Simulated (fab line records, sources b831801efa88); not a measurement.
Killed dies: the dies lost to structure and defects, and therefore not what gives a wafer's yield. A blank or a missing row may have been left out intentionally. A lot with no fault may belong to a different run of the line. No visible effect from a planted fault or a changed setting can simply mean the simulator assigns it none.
Which of the tools did it? || flow gf180mcu || Sampling: 13 lots, 38 wafers, 5 of 602 route steps

== WHAT THE GAUGES SHOWED, per wafer ==
GF_V4_BOW_MEAS_05. Usual: for V4_BOW the level is 135 um and the standard deviation is 8.9.
{"lot": "L551", "measured": "day 23 07:26", "on": "filmMetro-03", "V4_BOW (um)": "146 150 141", "flag": ""}
{"lot": "L552", "measured": "day 23 11:51", "on": "filmMetro-03", "V4_BOW (um)": "140 140 140", "flag": ""}
{"lot": "L553", "measured": "day 24 03:46", "on": "filmMetro-04", "V4_BOW (um)": "130 142 142", "flag": ""}
{"lot": "L557", "measured": "day 25 15:46", "on": "filmMetro-03", "V4_BOW (um)": "127 139 140", "flag": ""}
{"lot": "L564", "measured": "day 28 08:17", "on": "filmMetro-04", "V4_BOW (um)": "133 143", "flag": ""}
{"lot": "L566", "measured": "day 28 14:38", "on": "filmMetro-04", "V4_BOW (um)": "134 128 135", "flag": ""}
{"lot": "L567", "measured": "day 28 18:14", "on": "filmMetro-03", "V4_BOW (um)": "114 128 129", "flag": ""}
{"lot": "L568", "measured": "day 28 22:25", "on": "filmMetro-04", "V4_BOW (um)": "132 133 129", "flag": ""}
{"lot": "L569", "measured": "day 29 07:57", "on": "filmMetro-03", "V4_BOW (um)": "131 121 122", "flag": ""}
{"lot": "L570", "measured": "day 29 12:59", "on": "filmMetro-04", "V4_BOW (um)": "140 126 141", "flag": ""}
{"lot": "L571", "measured": "day 29 20:14", "on": "filmMetro-03", "V4_BOW (um)": "136 133 144", "flag": ""}
{"lot": "L573", "measured": "day 30 10:38", "on": "filmMetro-03", "V4_BOW (um)": "129 136 137", "flag": ""}
{"lot": "L574", "measured": "day 30 15:10", "on": "filmMetro-01", "V4_BOW (um)": "136 132 152", "flag": ""}

GF_V4_CD_MEAS_14 targets a cd of 260 nm. Usual: cdNm reads 259.5 nm (standard deviation 1.4).
{"lot": "L551", "measured": "day 24 05:41", "on": "cdSem-02", "cdNm (nm)": "258.0 258.7 258.5", "flag": ""}
{"lot": "L552", "measured": "day 24 10:02", "on": "cdSem-02", "cdNm (nm)": "260.2 259.3 259.9", "flag": ""}
{"lot": "L553", "measured": "day 25 01:20", "on": "cdSem-01", "cdNm (nm)": "260.4 258.4 259.4", "flag": ""}
{"lot": "L557", "measured": "day 26 12:24", "on": "cdSem-02", "cdNm (nm)": "256.1 258.1 258.6", "flag": ""}
{"lot": "L564", "measured": "day 29 03:16", "on": "cdSem-02", "cdNm (nm)": "260.0 259.1", "flag": ""}
{"lot": "L566", "measured": "day 29 09:49", "on": "cdSem-01", "cdNm (nm)": "258.5 258.6 258.9", "flag": ""}
{"lot": "L567", "measured": "day 29 13:11", "on": "cdSem-01", "cdNm (nm)": "260.1 260.1 259.7", "flag": ""}
{"lot": "L568", "measured": "day 29 17:13", "on": "cdSem-01", "cdNm (nm)": "262.0 261.3 262.2", "flag": ""}
{"lot": "L569", "measured": "day 30 02:00", "on": "cdSem-01", "cdNm (nm)": "258.3 258.7 258.0", "flag": ""}
{"lot": "L570", "measured": "day 30 07:22", "on": "cdSem-01", "cdNm (nm)": "259.3 259.9 259.0", "flag": ""}
{"lot": "L571", "measured": "day 30 14:49", "on": "cdSem-01", "cdNm (nm)": "259.8 259.5 260.0", "flag": ""}
{"lot": "L573", "measured": "day 31 04:52", "on": "cdSem-02", "cdNm (nm)": "262.7 262.6 261.5", "flag": ""}
{"lot": "L574", "measured": "day 31 08:21", "on": "cdSem-01", "cdNm (nm)": "261.0 260.9 263.1", "flag": ""}

GF_TOP_METAL_OVL_MEAS_15. Usual: for TOP_METAL_OVL the level is -0.3 nm and the standard deviation is 1.4.
{"lot": "L551", "measured": "day 27 23:38", "on": "overlay-02", "TOP_METAL_OVL (nm)": "0.4 1.1 1.4", "flag": ""}
{"lot": "L552", "measured": "day 28 03:13", "on": "overlay-02", "TOP_METAL_OVL (nm)": "-1.1 0.5 0.1", "flag": ""}
{"lot": "L553", "measured": "day 28 15:02", "on": "overlay-02", "TOP_METAL_OVL (nm)": "-2.4 -0.3 0.6", "flag": ""}
{"lot": "L557", "measured": "day 29 23:46", "on": "overlay-02", "TOP_METAL_OVL (nm)": "-0.3 -0.8 -1.2", "flag": ""}
{"lot": "L564", "measured": "day 32 07:57", "on": "overlay-02", "TOP_METAL_OVL (nm)": "0.2 -0.8", "flag": ""}
{"lot": "L566", "measured": "day 32 14:25", "on": "overlay-01", "TOP_METAL_OVL (nm)": "-2.0 -2.9 -1.1", "flag": ""}
{"lot": "L567", "measured": "day 32 17:19", "on": "overlay-01", "TOP_METAL_OVL (nm)": "-4.8 -2.1 -2.9", "flag": ""}
{"lot": "L568", "measured": "day 32 21:30", "on": "overlay-01", "TOP_METAL_OVL (nm)": "-0.1 0.9 0.6", "flag": ""}
{"lot": "L569", "measured": "day 33 04:33", "on": "overlay-02", "TOP_METAL_OVL (nm)": "1.4 1.6 2.6", "flag": ""}
{"lot": "L570", "measured": "day 33 09:02", "on": "overlay-02", "TOP_METAL_OVL (nm)": "-0.8 -3.1 -2.0", "flag": ""}
{"lot": "L571", "measured": "day 33 15:54", "on": "overlay-02", "TOP_METAL_OVL (nm)": "-1.1 -1.0 -2.0", "flag": ""}
{"lot": "L573", "measured": "day 34 03:23", "on": "overlay-01", "TOP_METAL_OVL (nm)": "1.7 -0.6 2.2", "flag": ""}
{"lot": "L574", "measured": "day 34 07:11", "on": "overlay-01", "TOP_METAL_OVL (nm)": "0.6 2.2 1.0", "flag": ""}

== TOOL THAT RAN EACH LOT (tool first, then ch and the chambers of the sampled wafers, then the start) ==
{"lot": "L551", "GF_V2_COAT_09": "lithoTrack-02 ch 0, day 19 13:00", "GF_V2_STRIP_18": "plasmaAsher-01 ch 0,1, day 20 02:03"}
{"lot": "L552", "GF_V2_COAT_09": "lithoTrack-02 ch 0, day 19 19:00", "GF_V2_STRIP_18": "plasmaAsher-02 ch 0,1, day 20 07:42"}
{"lot": "L553", "GF_V2_COAT_09": "lithoTrack-02 ch 0, day 20 12:00", "GF_V2_STRIP_18": "plasmaAsher-03 ch 0, day 21 00:21"}
{"lot": "L557", "GF_V2_COAT_09": "lithoTrack-03 ch 0, day 22 02:00", "GF_V2_STRIP_18": "plasmaAsher-01 ch 0,1, day 22 14:37"}
{"lot": "L564", "GF_V2_COAT_09": "lithoTrack-02 ch 0, day 25 02:00", "GF_V2_STRIP_18": "plasmaAsher-02 ch 0, day 25 13:14"}
{"lot": "L566", "GF_V2_COAT_09": "lithoTrack-03 ch 0, day 25 08:00", "GF_V2_STRIP_18": "plasmaAsher-01 ch 0,1, day 25 19:45"}
{"lot": "L567", "GF_V2_COAT_09": "lithoTrack-04 ch 0, day 25 13:00", "GF_V2_STRIP_18": "plasmaAsher-02 ch 0,1, day 26 00:06"}
{"lot": "L568", "GF_V2_COAT_09": "lithoTrack-03 ch 0, day 25 18:00", "GF_V2_STRIP_18": "plasmaAsher-03 ch 0,1, day 26 04:50"}
{"lot": "L569", "GF_V2_COAT_09": "lithoTrack-03 ch 0, day 26 04:00", "GF_V2_STRIP_18": "plasmaAsher-02 ch 0,1, day 26 14:55"}
{"lot": "L570", "GF_V2_COAT_09": "lithoTrack-04 ch 0, day 26 10:00", "GF_V2_STRIP_18": "plasmaAsher-03 ch 0,1, day 26 21:26"}
{"lot": "L571", "GF_V2_COAT_09": "lithoTrack-04 ch 0, day 26 17:00", "GF_V2_STRIP_18": "plasmaAsher-03 ch 1, day 27 04:08"}
{"lot": "L573", "GF_V2_COAT_09": "lithoTrack-04 ch 0, day 27 10:00", "GF_V2_STRIP_18": "plasmaAsher-01 ch 0,1, day 27 20:54"}
{"lot": "L574", "GF_V2_COAT_09": "lithoTrack-04 ch 0, day 27 15:00", "GF_V2_STRIP_18": "plasmaAsher-02 ch 0,1, day 28 01:20"}
- GF_V2_COAT_09: resist thk 1000 nm.
- GF_V2_STRIP_18: strips in O2/N2.

== AS READ BY THE TOOLS THEMSELVES (means over the sampled wafers that have a number; for cases with no such wafer, the mark the record gives instead) ==
GF_V2_COAT_09. Usual: chillPlateTempC reads 22.98 C (standard deviation 0.11).
{"lot": "L551", "tool": "lithoTrack-02", "chillPlateTempC (C)": 23.01, "flag": ""}
{"lot": "L552", "tool": "lithoTrack-02", "chillPlateTempC (C)": 22.86, "flag": ""}
{"lot": "L553", "tool": "lithoTrack-02", "chillPlateTempC (C)": 22.91, "flag": ""}
{"lot": "L557", "tool": "lithoTrack-03", "chillPlateTempC (C)": 22.81, "flag": ""}
{"lot": "L564", "tool": "lithoTrack-02", "chillPlateTempC (C)": 22.94, "flag": ""}
{"lot": "L566", "tool": "lithoTrack-03", "chillPlateTempC (C)": 23.14, "flag": ""}
{"lot": "L567", "tool": "lithoTrack-04", "chillPlateTempC (C)": 23.08, "flag": ""}
{"lot": "L568", "tool": "lithoTrack-03", "chillPlateTempC (C)": 23.05, "flag": ""}
{"lot": "L569", "tool": "lithoTrack-03", "chillPlateTempC (C)": 23.04, "flag": ""}
{"lot": "L570", "tool": "lithoTrack-04", "chillPlateTempC (C)": 23.00, "flag": ""}
{"lot": "L571", "tool": "lithoTrack-04", "chillPlateTempC (C)": 22.96, "flag": ""}
{"lot": "L573", "tool": "lithoTrack-04", "chillPlateTempC (C)": 22.99, "flag": ""}
{"lot": "L574", "tool": "lithoTrack-04", "chillPlateTempC (C)": 23.00, "flag": ""}

GF_V2_STRIP_18. Usual: drypumpMotorCurrentA 5.4 A, standard deviation 0.65; heaterPowerW 339 W, standard deviation 19; oesProductAu 0.594 a.u., standard deviation 0.0053.
{"lot": "L551", "tool": "plasmaAsher-01", "drypumpMotorCurrentA (A)": 5.3, "heaterPowerW (W)": 357, "oesProductAu (a.u.)": 0.599, "flag": ""}
{"lot": "L552", "tool": "plasmaAsher-02", "drypumpMotorCurrentA (A)": 5.9, "heaterPowerW (W)": 332, "oesProductAu (a.u.)": 0.590, "flag": ""}
{"lot": "L553", "tool": "plasmaAsher-03", "drypumpMotorCurrentA (A)": 4.7, "heaterPowerW (W)": 356, "oesProductAu (a.u.)": 0.588, "flag": ""}
{"lot": "L557", "tool": "plasmaAsher-01", "drypumpMotorCurrentA (A)": 5.3, "heaterPowerW (W)": 351, "oesProductAu (a.u.)": 0.595, "flag": ""}
{"lot": "L564", "tool": "plasmaAsher-02", "drypumpMotorCurrentA (A)": 6.7, "heaterPowerW (W)": 326, "oesProductAu (a.u.)": 0.607, "flag": ""}
{"lot": "L566", "tool": "plasmaAsher-01", "drypumpMotorCurrentA (A)": 5.3, "heaterPowerW (W)": 338, "oesProductAu (a.u.)": 0.589, "flag": ""}
{"lot": "L567", "tool": "plasmaAsher-02", "drypumpMotorCurrentA (A)": 6.3, "heaterPowerW (W)": 328, "oesProductAu (a.u.)": 0.592, "flag": ""}
{"lot": "L568", "tool": "plasmaAsher-03", "drypumpMotorCurrentA (A)": 4.8, "heaterPowerW (W)": 331, "oesProductAu (a.u.)": 0.588, "flag": ""}
{"lot": "L569", "tool": "plasmaAsher-02", "drypumpMotorCurrentA (A)": 6.3, "heaterPowerW (W)": 327, "oesProductAu (a.u.)": 0.596, "flag": ""}
{"lot": "L570", "tool": "plasmaAsher-03", "drypumpMotorCurrentA (A)": 4.8, "heaterPowerW (W)": 346, "oesProductAu (a.u.)": 0.593, "flag": ""}
{"lot": "L571", "tool": "plasmaAsher-03", "drypumpMotorCurrentA (A)": 4.9, "heaterPowerW (W)": 322, "oesProductAu (a.u.)": 0.598, "flag": ""}
{"lot": "L573", "tool": "plasmaAsher-01", "drypumpMotorCurrentA (A)": 5.3, "heaterPowerW (W)": 354, "oesProductAu (a.u.)": 0.592, "flag": ""}
{"lot": "L574", "tool": "plasmaAsher-02", "drypumpMotorCurrentA (A)": 6.3, "heaterPowerW (W)": 331, "oesProductAu (a.u.)": 0.596, "flag": ""}

== THE ANSWER, worked out from the rows above alone ==
Rule: take the mean of a lot's wafers that have a number; if it is more than 3 standard deviations from the usual mean, the lot is off. A lot without any number at a reading at which 4 lots or more have one is off too. Any other lot the step has rows for is counted as sound. After the gauges, taken in route order, come the tools' own readings; for these a lot's mean is taken, as printed above. At the first step where some lot is off, the reading lying furthest off is the one used; lots without a number count as furthest.
Across all readings shown, no lot is off: no conclusion can be drawn from this.

== WHAT THE SIMULATOR HAD PUT IN ==
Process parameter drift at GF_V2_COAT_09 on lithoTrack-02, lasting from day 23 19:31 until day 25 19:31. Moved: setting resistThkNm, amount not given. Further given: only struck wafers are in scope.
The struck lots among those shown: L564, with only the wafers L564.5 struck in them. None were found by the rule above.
